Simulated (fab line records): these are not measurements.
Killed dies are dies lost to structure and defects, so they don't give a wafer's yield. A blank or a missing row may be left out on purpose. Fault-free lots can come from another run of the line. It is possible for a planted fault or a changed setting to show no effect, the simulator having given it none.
fab line records	flow sky130
record lots=7	wafers=21	last-day=50
route steps=708 shown GATE_OXIDE@201 POLY_GATE@204 RES_PROTECT@206 PAD_OPEN@708
lots that met no fault: taken from a fault-free run of the same line
start-h: hours from the record's opening day to when the first of the lot's shown wafers began	wait-h: hours since the lot's step before	" identical to the entry in the row above	L1.1+2: several wafers, shown together as one row	- value missing, or start not given	* or withheld: withheld	< > ~ a bound
route shown NAME@n: a module of which the file shows steps, and the number in the route of the first	usual: average and standard deviation across the fault-free wafers	same: alike in all rows	chamber/n: place in a boat	sites: per-site readings	_std_site: the values' standard deviation	_edge_site: inner sites' mean taken away from outer sites' mean	radius-mm: how far each site lies from the wafer's centre	mask NAME#n: copy n	behind: the most recent tool/chamber to have shaped the wafer	hold: what put the lot on hold/how long, in hours/how the hold closed	device: which transistor (n, p or np) failed to switch	end of line: at the end of the route, the tests of the same wafers	a step without rows: its recipe alone	killed: not the wafer's yield, but the dies lost to structure and defects at the first sort	map: a wafer's dies, x killed, . not, _ none there
set.NAME: setting as actually run; set.NAME@STEP: the setting as run at that earlier step	model.NAME: the simulator's own value behind a step, which no gauge read
certain route steps with their lots: each step a table, each wafer a row
services: when a tool's chamber went out of use (start-h, in hours from the record's first day, below 0 if earlier), for how many hours, and the reason
## steps
# step SKY_GATE_OXIDE_TW_MEAS_14
# usual GATE_OXIDE_TW=221.4/2.3
lot.wafer	tool	chamber	start-h	wait-h	GATE_OXIDE_TW
L260.1	film-metro-01	-	313.08	0.1	222.9
L260.4	"	-	"	"	222.8
L260.5	"	-	"	"	222.4
L265.2	film-metro-03	-	356.83	0.1	221.1
L265.5	"	-	"	"	220.8
L265.6	"	-	"	"	219.1
L275.2	film-metro-02	-	452.45	0.1	223.0
L275.4	"	-	"	"	223.4
L275.5	"	-	"	"	221.7
L277.2	film-metro-03	-	462.14	0.1	218.3
L277.3	"	-	"	"	217.3
L277.4	"	-	"	"	218.4
L279.2	film-metro-02	-	479.34	0.1	223.4
L279.3	"	-	"	"	223.5
L279.4	"	-	"	"	223.8
L280.3	film-metro-01	-	483.71	0.1	223.8
L280.5	"	-	"	"	223.3
L280.6	"	-	"	"	222.9
L282.1	film-metro-01	-	497.74	0.1	222.5
L282.2	"	-	"	"	224.6
L282.3	"	-	"	"	224.1
# step SKY_GATE_OXIDE_CLEAN_15
# recipe chemistry=SC1/SC2	mix=1:4:20	temp-c=70	time-s=150	dry=n2-spin
# step SKY_GATE_OXIDE_OXIDATION_16
# recipe temp-c=800	ambient=O2	idle-temp-c=700	ramp-up-c-per-min=10	ramp-down-c-per-min=3	stabilise-s=600	purge-s=300	target-thk-a=35.7	ox-time-s=1915
# step SKY_POLY_GATE_CVD_00
# recipe material=poly-Si	target-thk-nm=180	temp-c=620	time-s=720	pressure-mtorr=200
# step SKY_POLY_GATE_THK_MEAS_01
# recipe reads=poly-Si_of_POLY_GATE_CVD_00
# usual POLY_GATE_CVD_00_THK=180.3/1.7
lot.wafer	tool	chamber	start-h	wait-h	POLY_GATE_CVD_00_THK[nm]
L260.1	film-metro-03	-	315.92	0.0	181.7
L260.4	"	-	"	"	180.0
L260.5	"	-	"	"	179.2
L265.2	film-metro-02	-	361.54	0.0	178.7
L265.5	"	-	"	"	177.5
L265.6	"	-	"	"	179.7
L275.2	film-metro-02	-	455.96	0.0	176.8
L275.4	"	-	"	"	180.4
L275.5	"	-	"	"	178.9
L277.2	film-metro-04	-	465.06	0.0	180.7
L277.3	"	-	"	"	179.7
L277.4	"	-	"	"	181.4
L279.2	film-metro-04	-	482.18	0.0	180.9
L279.3	"	-	"	"	182.3
L279.4	"	-	"	"	183.0
L280.3	film-metro-04	-	487.69	0.0	180.2
L280.5	"	-	"	"	178.8
L280.6	"	-	"	"	179.3
L282.1	film-metro-02	-	500.58	0.0	182.3
L282.2	"	-	"	"	183.2
L282.3	"	-	"	"	182.3
# step SKY_RES_PROTECT_DEHYDRATE_00
# recipe temp-c=200	time-s=60
# step SKY_RES_PROTECT_HMDS_01
# recipe prime-time-s=60	prime-temp-c=120
# step SKY_RES_PROTECT_COAT_02
# recipe resist=NOVOLAK	spin-rpm=3000	resist-thk-nm=1140
# step SKY_RES_PROTECT_SOFTBAKE_03
# recipe temp-c=90	time-s=60	resist=NOVOLAK
# step SKY_RES_PROTECT_EXPOSE_04
# recipe mask-id=RPM	na=0.6	source-shape=conventional	sigma-outer=0.6	polarization=unpolarized	target-cd-nm=1270	dose-mj=131
# step SKY_RES_PROTECT_PEB_05
# recipe temp-c=withheld	time-s=*	resist=NOVOLAK
# step SKY_RES_PROTECT_DEVELOP_06
# recipe resist=NOVOLAK	developer=TMAH	develop-time-s=60	dev-temp-c=23
# step SKY_POLY_GATE_IMPLANT_02
# recipe species=P	energy-kev=30	dose-cm2=7.7e+15	tilt-deg=0
# usual beam-on-s=34.1/2.4	dose-ions-cm2=7.698e+15/8.1e+12
# same implant-ion-amu=31
lot.wafer	tool	chamber	start-h	wait-h	beam-on-s	dose-ions-cm2
L260.1	implanter-04	0	341.49	0.1	35.3	7.709e+15
L260.4	"	0	"	"	34.2	7.706e+15
L260.5	"	0	"	"	34.3	7.691e+15
L265.2	implanter-03	0	389.91	0.1	36.1	7.696e+15
L265.5	"	0	"	"	36.7	7.695e+15
L265.6	"	0	"	"	37.2	7.696e+15
L275.2	implanter-04	0	487.01	0.1	22.6	5.049e+15
L275.4	"	0	"	"	22.2	5.056e+15
L275.5	"	0	"	"	22.9	5.038e+15
L277.2	implanter-04	0	495.66	0.1	23.1	5.066e+15
L277.3	"	0	"	"	22.7	5.052e+15
L277.4	"	0	"	"	23.2	5.063e+15
L279.2	implanter-03	0	512.86	0.1	36.7	7.704e+15
L279.3	"	0	"	"	35.8	7.702e+15
L279.4	"	0	"	"	36.8	7.715e+15
L280.3	implanter-04	0	518.09	0.1	23.3	5.054e+15
L280.5	"	0	"	"	22.4	5.047e+15
L280.6	"	0	"	"	23.8	5.062e+15
L282.1	implanter-03	0	530.34	0.1	37.1	7.697e+15
L282.2	"	0	"	"	36.1	7.692e+15
L282.3	"	0	"	"	36.2	7.698e+15
# step SKY_RES_PROTECT_STRIP_07
# recipe chemistry=O2/N2	power-w=1400	pressure-mtorr=1500	platen-temp-c=withheld	o2-flow-sccm=3000	n2-flow-sccm=300	overash-fraction=0.5
# usual drypump-motor-current-A=5.7/0.41	oes-product-au=0.518/0.0045	strip-time-to-endpoint-s=23.27/0.042
lot.wafer	tool	chamber	start-h	wait-h	drypump-motor-current-A	oes-product-au	rf-hours-counter-h	strip-time-to-endpoint-s
L260.1	plasma-asher-01	0	341.64	0.1	5.2	0.517	54	23.28
L260.4	"	0	"	"	5.3	0.528	-	23.26
L260.5	"	0	"	"	5.3	0.528	-	23.28
L265.2	plasma-asher-04	1	390.04	0.1	6.3	0.522	70	23.27
L265.5	"	1	"	"	6.3	0.525	-	23.32
L265.6	"	0	"	"	6.2	0.518	-	23.28
L275.2	plasma-asher-02	0	487.14	0.1	5.6	0.547	25	21.58
L275.4	"	1	"	"	5.7	0.534	-	21.59
L275.5	"	1	"	"	5.6	0.541	-	21.56
L277.2	plasma-asher-04	1	495.79	0.1	6.3	0.537	82	21.54
L277.3	"	1	"	"	6.3	0.543	-	21.51
L277.4	"	0	"	"	6.3	0.540	-	21.56
L279.2	plasma-asher-02	0	512.98	0.1	5.6	0.516	28	23.25
L279.3	"	0	"	"	5.6	0.518	-	23.28
L279.4	"	1	"	"	5.6	0.513	-	23.29
L280.3	plasma-asher-02	1	518.23	0.1	5.7	0.542	-	21.49
L280.5	"	0	"	"	5.6	0.530	-	21.48
L280.6	"	1	"	"	5.7	0.541	-	21.53
L282.1	plasma-asher-01	1	530.49	0.1	5.5	0.517	76	23.24
L282.2	"	0	"	"	5.2	0.523	76	23.23
L282.3	"	0	"	"	5.3	0.510	-	23.17
# step SKY_RES_PROTECT_TW_MEAS_08
# usual POLY_GATE_TW=4068/50
lot.wafer	tool	chamber	start-h	wait-h	POLY_GATE_TW
L260.1	film-metro-01	-	341.74	0.1	4031
L260.4	"	-	"	"	4030
L260.5	"	-	"	"	4052
L265.2	film-metro-04	-	390.15	0.1	4069
L265.5	"	-	"	"	4060
L265.6	"	-	"	"	4064
L275.2	film-metro-04	-	487.25	0.1	4005
L275.4	"	-	"	"	4022
L275.5	"	-	"	"	3977
L277.2	film-metro-01	-	495.90	0.1	3914
L277.3	"	-	"	"	3926
L277.4	"	-	"	"	3886
L279.2	film-metro-04	-	513.09	0.1	4129
L279.3	"	-	"	"	4129
L279.4	"	-	"	"	4109
L280.3	film-metro-04	-	518.31	0.1	3984
L280.5	"	-	"	"	3994
L280.6	"	-	"	"	3981
L282.1	film-metro-04	-	530.59	0.1	4117
L282.2	"	-	"	"	4134
L282.3	"	-	"	"	4120
# step SKY_PAD_OPEN_PROBE_99
# usual killed_at_M0_to_M3=42/7	killed_at_M4_up=3.2/1.6	killed-at-contacts=24/5.8	killed-at-front-end=16/4.3	killed-at-other=0.3/0.62	killed-dies=86/9.5	killed-open=46/6.4	killed-short=39/6.3
# same gross-dies=492	killed-at-back-side=0
lot.wafer	tool	chamber	start-h	wait-h	killed_at_M0_to_M3	killed_at_M4_up	killed-at-contacts	killed-at-front-end	killed-at-other	killed-dies	killed-open	killed-short	model.etest.res-poly.line-ohm-um	model.etest.licon-poly.rc-ohm	model.etest.res-poly.rs-ohm-sq	model.etest.res-poly.rs-ohm-sq-range	model.etest.res-poly.rs-ohm-sq-rim-less-centre	model.etest.nfet_01v8.vt-long-v
L260.1	prober-02	-	1077.51	0.1	47	3	20	18	0	88	46	42	509.6	151.3	47.76	1.098	0.5834	0.5444
L260.4	prober-02	-	1077.66	0.2	40	2	23	20	0	85	51	34	494.3	150.7	47.9	0.6728	-0.0843	0.5435
L260.5	prober-02	-	1077.71	0.2	50	2	29	22	0	103	62	41	494.4	152.9	48.75	1.04	-0.4768	0.5417
L265.2	prober-02	-	1116.57	0.1	49	2	26	14	0	91	47	44	475.3	148.5	47.7	0.9906	-0.6484	0.5461
L265.5	prober-02	-	1116.72	0.2	47	3	31	10	0	91	46	45	484.9	146.6	47.68	1.333	-0.4198	0.5434
L265.6	prober-02	-	1116.77	0.2	41	3	20	13	0	77	36	41	533.6	150.8	47.91	0.5648	0.00241	0.5435
L275.2	prober-01	-	1171.91	0.1	41	4	31	17	0	93	57	36	774.6	276.3	72.11	3.744	-0.7574	0.5577
L275.4	prober-01	-	1172.01	0.2	56	2	23	18	0	99	48	51	750.1	281.2	71.97	4.066	0.3045	0.5536
L275.5	prober-01	-	1172.06	0.2	32	4	35	17	1	89	49	40	777.5	267.8	70.99	3.847	-1.741	0.5517
L277.2	prober-01	-	1174.65	0.1	49	8	30	17	0	104	58	44	824.8	270.1	72.24	1.898	-1.325	0.5476
L277.3	prober-01	-	1174.70	0.2	47	4	17	10	0	78	43	33	804.1	276.7	70.99	2.711	-1.849	0.5432
L277.4	prober-01	-	1174.75	0.2	46	1	20	12	0	79	41	37	762.4	282.8	73.05	3.362	-2.218	0.5443
L279.2	prober-01	-	1187.22	0.1	41	2	21	12	0	76	49	27	503.3	154.8	48.51	1.118	0.7163	0.5409
L279.3	prober-01	-	1187.27	0.2	40	4	29	23	0	96	47	49	509.2	149.5	48.41	1.259	0.05116	0.5357
L279.4	prober-01	-	1187.32	0.2	43	4	31	17	2	97	47	50	478.6	153	48.15	0.8656	-0.096	0.5427
L280.3	prober-02	-	1188.91	0.2	35	6	30	15	0	86	42	44	729.9	284.8	72.62	3.656	-0.7086	0.5553
L280.5	prober-02	-	1189.01	0.2	42	3	24	23	0	92	46	46	720.1	270.3	72.28	4.682	-3.017	0.5503
L280.6	prober-02	-	1189.06	0.2	45	3	21	16	2	87	40	46	752.4	275.1	72.61	2.756	-0.2015	0.5585
L282.1	prober-02	-	1195.82	0.1	31	5	35	15	2	88	45	42	499.5	149.9	48.21	0.7659	-0.0495	0.5595
L282.2	prober-02	-	1195.87	0.1	39	4	10	14	0	67	37	29	524.1	151.3	47.4	1.179	-0.7509	0.5617
L282.3	prober-02	-	1195.92	0.2	30	3	26	19	0	78	47	30	499.5	148.8	47.38	0.793	0.4579	0.5664
# killed by level:class
L260.1 VIA1:geometric-particle:open=14 CONTACT:geometric-particle:open=10 METAL2:geometric-particle:short=7 FIELD_ISO:geometric-particle:short=6 CONTACT:geometric-particle:short=6 POLY_GATE:geometric-particle:short=4 VIA2:geometric-particle:open=4 LI_CONTACT:geometric-particle:open=4
L260.4 VIA1:geometric-particle:open=14 LI_CONTACT:geometric-particle:open=9 CONTACT:geometric-particle:open=8 POLY_GATE:geometric-particle:short=6 VIA2:geometric-particle:open=6 FIELD_ISO:geometric-particle:open=4 METAL1:geometric-particle:short=4 METAL2:geometric-particle:short=4
L260.5 CONTACT:geometric-particle:open=11 VIA1:geometric-particle:open=11 POLY_GATE:geometric-particle:open=10 VIA3:geometric-particle:open=10 VIA2:geometric-particle:open=6 POLY_GATE:geometric-particle:short=5 LI_CONTACT:geometric-particle:open=5 LOCAL_INTERCONNECT:geometric-particle:short=5
L265.2 VIA3:geometric-particle:open=13 LI_CONTACT:geometric-particle:open=7 CONTACT:geometric-particle:open=7 POLY_GATE:geometric-particle:short=6 LOCAL_INTERCONNECT:geometric-particle:short=6 METAL1:geometric-particle:short=6 VIA1:geometric-particle:short=6 VIA1:geometric-particle:open=6
L265.5 LI_CONTACT:geometric-particle:open=9 VIA3:geometric-particle:open=9 VIA1:geometric-particle:open=9 LOCAL_INTERCONNECT:geometric-particle:short=7 CONTACT:geometric-particle:open=7 METAL1:geometric-particle:short=6 METAL2:geometric-particle:short=6 LI_CONTACT:geometric-particle:short=4
L265.6 METAL1:geometric-particle:short=9 VIA1:geometric-particle:open=8 CONTACT:geometric-particle:open=8 METAL2:geometric-particle:short=6 FIELD_ISO:geometric-particle:short=5 LI_CONTACT:geometric-particle:open=5 METAL3:geometric-particle:short=5 FIELD_ISO:geometric-particle:open=4
L275.2 CONTACT:geometric-particle:open=14 VIA1:geometric-particle:open=13 FIELD_ISO:geometric-particle:open=6 VIA3:geometric-particle:open=6 LI_CONTACT:geometric-particle:open=5 LOCAL_INTERCONNECT:geometric-particle:short=5 LI_CONTACT:geometric-particle:short=4 METAL2:geometric-particle:short=4
L275.4 VIA1:geometric-particle:open=11 METAL1:geometric-particle:short=10 METAL2:geometric-particle:short=10 CONTACT:geometric-particle:open=8 VIA3:geometric-particle:open=7 CONTACT:geometric-particle:short=6 LI_CONTACT:geometric-particle:open=6 FIELD_ISO:geometric-particle:short=5
L275.5 CONTACT:geometric-particle:open=17 VIA1:geometric-particle:open=8 FIELD_ISO:geometric-particle:open=6 FIELD_ISO:geometric-particle:short=6 LOCAL_INTERCONNECT:geometric-particle:short=6 LI_CONTACT:geometric-particle:open=6 METAL2:geometric-particle:short=6 VIA3:geometric-particle:open=5
L277.2 VIA1:geometric-particle:open=15 VIA2:geometric-particle:open=11 CONTACT:geometric-particle:open=9 POLY_GATE:geometric-particle:open=7 LOCAL_INTERCONNECT:geometric-particle:short=6 VIA1:geometric-particle:short=6 METAL4:geometric-particle:short=6 FIELD_ISO:geometric-particle:open=5
L277.3 VIA2:geometric-particle:open=14 CONTACT:geometric-particle:open=8 VIA1:geometric-particle:open=7 LI_CONTACT:geometric-particle:open=5 VIA2:geometric-particle:short=5 METAL1:geometric-particle:short=5 METAL2:geometric-particle:short=5 FIELD_ISO:geometric-particle:open=4
L277.4 CONTACT:geometric-particle:open=10 VIA1:geometric-particle:open=8 VIA3:geometric-particle:open=8 METAL1:geometric-particle:short=7 LOCAL_INTERCONNECT:geometric-particle:short=5 METAL2:geometric-particle:short=5 FIELD_ISO:geometric-particle:short=4 VIA1:geometric-particle:short=4
L279.2 VIA1:geometric-particle:open=12 CONTACT:geometric-particle:open=10 VIA3:geometric-particle:open=6 LI_CONTACT:geometric-particle:open=5 VIA2:geometric-particle:open=5 FIELD_ISO:geometric-particle:short=4 METAL1:geometric-particle:short=4 METAL2:geometric-particle:short=4
L279.3 VIA1:geometric-particle:open=12 CONTACT:geometric-particle:open=9 FIELD_ISO:geometric-particle:open=7 CONTACT:geometric-particle:short=7 POLY_GATE:geometric-particle:short=6 LI_CONTACT:geometric-particle:short=6 VIA1:geometric-particle:short=6 VIA3:geometric-particle:open=5
L279.4 CONTACT:geometric-particle:open=9 VIA1:geometric-particle:open=9 CONTACT:geometric-particle:short=8 VIA3:geometric-particle:open=7 LI_CONTACT:geometric-particle:open=5 FIELD_ISO:geometric-particle:short=5 LI_CONTACT:geometric-particle:short=5 METAL1:geometric-particle:short=5
L280.3 VIA1:geometric-particle:open=9 CONTACT:geometric-particle:open=8 LI_CONTACT:geometric-particle:open=8 CONTACT:geometric-particle:short=7 VIA3:geometric-particle:short=7 VIA1:geometric-particle:short=5 VIA3:geometric-particle:open=4 FIELD_ISO:geometric-particle:open=3
L280.5 CONTACT:geometric-particle:open=10 VIA1:geometric-particle:short=10 FIELD_ISO:geometric-particle:short=8 VIA3:geometric-particle:open=7 LI_CONTACT:geometric-particle:open=6 VIA1:geometric-particle:open=6 VIA2:geometric-particle:open=6 FIELD_ISO:geometric-particle:open=5
L280.6 CONTACT:geometric-particle:open=10 METAL1:geometric-particle:short=8 VIA1:geometric-particle:open=7 VIA2:geometric-particle:open=7 VIA3:geometric-particle:short=6 METAL2:geometric-particle:short=5 FIELD_ISO:geometric-particle:short=4 VIA2:geometric-particle:short=4
L282.1 CONTACT:geometric-particle:open=11 LI_CONTACT:geometric-particle:open=9 LOCAL_INTERCONNECT:geometric-particle:short=8 VIA2:geometric-particle:open=7 METAL1:geometric-particle:short=5 VIA3:geometric-particle:open=5 LI_CONTACT:geometric-particle:short=4 METAL2:geometric-particle:short=4
L282.2 VIA2:geometric-particle:open=9 POLY_GATE:geometric-particle:open=7 METAL1:geometric-particle:short=7 VIA1:geometric-particle:open=6 CONTACT:geometric-particle:open=5 VIA3:geometric-particle:open=5 METAL4:geometric-particle:short=4 FIELD_ISO:geometric-particle:short=3
L282.3 VIA2:geometric-particle:open=10 LI_CONTACT:geometric-particle:open=8 FIELD_ISO:geometric-particle:open=6 CONTACT:geometric-particle:short=6 LOCAL_INTERCONNECT:geometric-particle:short=5 CONTACT:geometric-particle:open=5 VIA1:geometric-particle:open=5 VIA3:geometric-particle:open=5
## services
tool	chamber	start-h	hours	kind
plasma-asher-01	-	358.36	0.4	repair
plasma-asher-01	-	358.72	2.8	pm
implanter-04	-	375.59	8.3	repair
plasma-asher-02	-	431.04	8.5	pm
implanter-03	-	432.95	3.3	pm
implanter-04	-	442.53	3.9	pm
implanter-03	-	486.16	1.9	repair
plasma-asher-01	-	498.21	5.3	repair
## key
first-sign step=SKY_POLY_GATE_IMPLANT_02	reading=dose-ions-cm2	direction=down	sigmas=99+	usual=*	struck=*
effect step=SKY_POLY_GATE_IMPLANT_02	reading=beam-on-s	direction=down	sigmas=4.6	usual=34.1	struck=22.9
effect step=SKY_RES_PROTECT_STRIP_07	reading=strip-time-to-endpoint-s	direction=down	sigmas=41	usual=*	struck=*
effect step=SKY_RES_PROTECT_TW_MEAS_08	reading=POLY_GATE_TW	direction=down	sigmas=2.1	usual=4068	struck=3966
model-effect step=SKY_PAD_OPEN_PROBE_99	value=etest.res-poly.line-ohm-um	without=515	struck=766.2
met-at SKY_POLY_GATE_IMPLANT_02
struck-wafers L275.2,L275.4,L275.5,L277.2,L277.3,L277.4,L280.3,L280.5,L280.6
tester-left-out L275,L277,L280
onset-between 341.49 487.01
fault kind=process-parameter-drift	tool=implanter-04	chamber=-	onset-h=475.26	steps=SKY_POLY_GATE_IMPLANT_02	channel=dose-cm2	offset=*	shape=step	end-h=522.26	acts-in=*	stated=*
# tester-left-out: of these lots the tester's yield and bins aren't shown, on N5 and GAA mostly nor the transistor test; their killed dies are dies lost to structure and defects alone, not to doping, threshold or leakage, so they don't give the yield
